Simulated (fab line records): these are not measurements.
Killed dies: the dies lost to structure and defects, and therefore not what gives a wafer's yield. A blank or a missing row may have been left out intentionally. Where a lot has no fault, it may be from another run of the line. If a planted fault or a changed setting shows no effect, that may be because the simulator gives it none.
A single fault, viewed from 2 desks / flow sky130 / only its own numbers are on each desk; what lay behind them is given at the end

== AT THE METROLOGY DESK ==
Means of the sampled wafers that have a number, per lot and without regard to the tool the lot ran on: this is what the gauges read. A lot is out of limits, marked OUT, if its mean lies more than 4 standard deviations from the usual mean; the brackets give that distance.
Columns: A = VIA4_HDPCVD_THK at SKY_VIA4_THK_MEAS_01, usual 1756 nm
lot=L624; first seen here=day 41 14:27; A=1765
lot=L625; first seen here=day 41 23:35; A=1767
lot=L626; first seen here=day 42 10:57; A=1754
lot=L628; first seen here=day 43 05:08; A=1773
lot=L627; first seen here=day 43 05:44; A=1762
lot=L631; first seen here=day 43 19:31; A=1900 (+9.0) OUT
lot=L636; first seen here=day 45 12:37; A=1832 (+4.7) OUT
lot=L639; first seen here=day 45 20:38; A=1767
lot=L640; first seen here=day 46 02:05; A=1764
lot=L642; first seen here=day 47 00:03; A=1769
lot=L647; first seen here=day 47 22:34; A=1773
This desk finds L631, L636 out of limits, with the earliest case on L631 at day 43 19:31 (VIA4_HDPCVD_THK at SKY_VIA4_THK_MEAS_01). In limits: L624, L625, L626, L628, L627, L639, L640, L642, L647.

== DESK OF THE TOOL OWNER: hdpcvd-02 ==
The tool's own readings at SKY_VIA4_HDPCVD_00 (deposits SiO2, target thk 1750 nm, time 291.7 s): means of the sampled wafers that have a number, for each lot that ran on this tool. A lot is out of limits, marked OUT, if its mean lies more than 4 standard deviations from the usual mean; the brackets give that distance.
Columns: A = pressure mtorr at SKY_VIA4_HDPCVD_00, usual 6.000 mTorr; B = run length s at SKY_VIA4_HDPCVD_00, usual 319.6 s
lot=L625; first seen here=day 41 23:24; A=6.007; B=320.3
lot=L626; first seen here=day 42 10:45; A=5.995; B=320.1
lot=L627; first seen here=day 43 05:32; A=5.997; B=320.0
lot=L631; first seen here=day 43 19:20; A=5.993; B=345.3 (+50) OUT
lot=L636; first seen here=day 45 12:26; A=5.999; B=332.7 (+26) OUT
This desk's finding: out of limits on L631, L636; first on L631, day 43 19:20 (run length s at SKY_VIA4_HDPCVD_00). In limits: L625, L626, L627.

== ALL TOGETHER ==
On L631, L636, at day 43 19:20, an alarm was possible from the tool owner's desk.
On L631, L636, the metrology desk was in a position to raise an alarm at day 43 19:31.
SKY_VIA4_HDPCVD_00 was run on hdpcvd-02 by each of the lots named.

== WHAT HAD BEEN PUT IN BY THE SIMULATOR ==
hdpcvd-02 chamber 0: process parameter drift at SKY_VIA4_HDPCVD_00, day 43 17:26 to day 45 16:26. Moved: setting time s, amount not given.
Shown lots that were struck: L631, L636.
Counting hours from when the fault started, the first reading out of limits came at 2 for the tool owner's desk and at 2 for the metrology desk.
